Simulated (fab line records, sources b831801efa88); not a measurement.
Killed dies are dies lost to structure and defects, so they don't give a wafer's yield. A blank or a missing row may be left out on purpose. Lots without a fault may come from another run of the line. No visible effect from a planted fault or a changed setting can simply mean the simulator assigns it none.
A lot that was struck, set against a sound lot | flow gf180mcu | 31 steps out of a route of 602
Sound: these wafers, L581.1, L581.4, L581.6. Wafers struck: L578.1, L578.4, L578.6. At the end, the cause is stated.
Order at every step that has rows: each side's tool, ch and its chambers, its first start. Under that, the readings that differ: sound wafers | struck wafers | difference of the means | sigmas: that difference in standard deviations of wafers without a fault.
alike: readings with means less than 2 such deviations apart, plus words and numbers identical on both sides. not compared: withheld readings, readings lacking a value on some wafer, bounds such as >300 that could conceal the same value, and numbers that have no deviation in the record and whose values overlap.
Wherever a step has rows on one side only, a row that says differs or no value, or a row with sigmas, the two part there. Numbers that don't overlap but have no deviation are shown without sigmas and don't part them. A reading missing from all wafers of one side parts the sides only when that side holds two or more wafers.

first, 1 step without rows for these wafers: GF_HV_LDD_CVD_56 (deposits Si3N4 from DCS/NH3, target thk 90 nm, time 1543 s).
GF_HV_LDD_THK_MEAS_57:
  sound on film-metro-01 at day 19 15:11; struck on film-metro-04 at day 18 18:59
  reading                | sound          | struck         | difference | sigmas
  HV_LDD_CVD_56_THK (nm) | 91.5 91.0 92.1 | 88.9 88.8 89.0 | -2.6       | -3
GF_HV_LDD_ETCHBACK_58: etches Si3N4 in CH3F/O2, stops on SiO2, time 100 s, target depth 90 nm.
  sound on rie-diel-02 ch 1,2,3, day 19 15:15; struck on rie-diel-04 ch 0,1,3, day 18 19:03
  reading               | sound             | struck            | difference | sigmas
  oes-product-au (a.u.) | 0.850 0.856 0.855 | 0.836 0.833 0.833 | -0.020     | -3
  alike: O2_flow_sccm, drypump-motor-current-A, throttle-valve-pct
  not compared: rf-hours-counter-h
then, 7 steps without rows for these wafers: GF_NSD_DEHYDRATE_00 (time 60 s); GF_NSD_HMDS_01 (prime time 60 s); GF_NSD_COAT_02 (resist thk 1000 nm); GF_NSD_SOFTBAKE_03 (time 60 s); GF_NSD_EXPOSE_04 (exposes mask Nplus, target cd 400 nm); GF_NSD_PEB_05; GF_NSD_DEVELOP_06 (develop time 60 s).
GF_NSD_CD_MEAS_07: the cd target is 400 nm.
  sound on cd-sem-02 at day 20 15:02; struck on cd-sem-01 at day 19 19:11
  alike: cd-nm
GF_NSD_OVL_MEAS_08:
  sound on overlay-02 at day 20 15:10; struck on overlay-02 at day 19 19:19
  alike: NSD_OVL
GF_NSD_IMPLANT_09:
  sound on implanter-02 ch 0, day 20 15:11; struck on implanter-03, day 19 19:21
  no value came back on the struck wafers for beam-energy-keV, beam-on-s (s); on the sound wafers beam-energy-keV reads 59.992 59.975 59.978
following that, these wafers have no rows for 1 step: GF_NSD_IMPLANT_10.
GF_NSD_STRIP_11: strips in O2/N2.
  sound on plasma-asher-03 ch 1, day 20 15:29; struck on plasma-asher-01 ch 0,1, day 19 19:39
  reading                      | sound             | struck            | difference | sigmas
  oes-product-au (a.u.)        | 0.484 0.480 0.492 | 0.706 0.717 0.712 | +0.226     | +49
  strip-time-to-endpoint-s (s) | 22.95 22.97 22.96 | 12.82 12.83 12.76 | -10.16     | -99 or more
  alike: drypump-motor-current-A, heater-power-w
  not compared: rf-hours-counter-h
GF_NSD_TW_MEAS_12:
  sound on film-metro-02 at day 20 15:35; struck on film-metro-01 at day 19 19:45
  reading | sound          | struck         | difference | sigmas
  NSD_TW  | 4324 4300 4320 | 2975 2969 2965 | -1345      | -26
then, 7 steps without rows for these wafers: GF_PSD_DEHYDRATE_00 (time 60 s); GF_PSD_HMDS_01 (prime time 60 s); GF_PSD_COAT_02 (resist thk 1000 nm); GF_PSD_SOFTBAKE_03 (time 60 s); GF_PSD_EXPOSE_04 (exposes mask Pplus, target cd 400 nm); GF_PSD_PEB_05; GF_PSD_DEVELOP_06 (develop time 60 s).
GF_PSD_CD_MEAS_07: the cd target is 400 nm.
  sound on cd-sem-01 at day 21 15:34; struck on cd-sem-02 at day 20 19:43
  alike: cd-nm
GF_PSD_OVL_MEAS_08:
  sound on overlay-02 at day 21 15:41; struck on overlay-01 at day 20 19:50
  alike: PSD_OVL
following that, these wafers have no rows for 1 step: GF_PSD_IMPLANT_09.
GF_PSD_STRIP_10: strips in O2/N2.
  sound on plasma-asher-02 ch 0,1, day 21 15:52; struck on plasma-asher-03 ch 0,1, day 20 20:01
  alike: drypump-motor-current-A, heater-power-w, oes-product-au, strip-time-to-endpoint-s
  not compared: rf-hours-counter-h
GF_PSD_TW_MEAS_11:
  sound on film-metro-02 at day 21 15:58; struck on film-metro-01 at day 20 20:07
  alike: PSD_TW
then, 1 step without rows for these wafers: GF_PSD_CLEAN_12 (cleans in SC1/SC2, time 150 s).
GF_PSD_RTA_13: time 20 s.
  sound on rtp-anneal-01 ch 0, day 21 16:05; struck on rtp-anneal-01 ch 0, day 20 20:13
  alike: anneal-temp-c-max, chamber-o2-ppm, lamp-power-pct, wafer_temp_C_max
GF_PSD_RS_MEAS_14: uses a four-point probe to measure.
  sound on film-metro-02 at day 21 16:10; struck on film-metro-04 at day 20 20:19
  reading         | sound             | struck               | difference | sigmas
  NSD_RS (ohm/sq) | 46.19 46.23 46.31 | 139.10 138.61 139.19 | +92.72     | +99 or more

## WHERE THEY PART
Last at GF_PSD_RS_MEAS_14 as far as this record goes, first at GF_HV_LDD_THK_MEAS_57.

WHY: the cause the simulator had injected
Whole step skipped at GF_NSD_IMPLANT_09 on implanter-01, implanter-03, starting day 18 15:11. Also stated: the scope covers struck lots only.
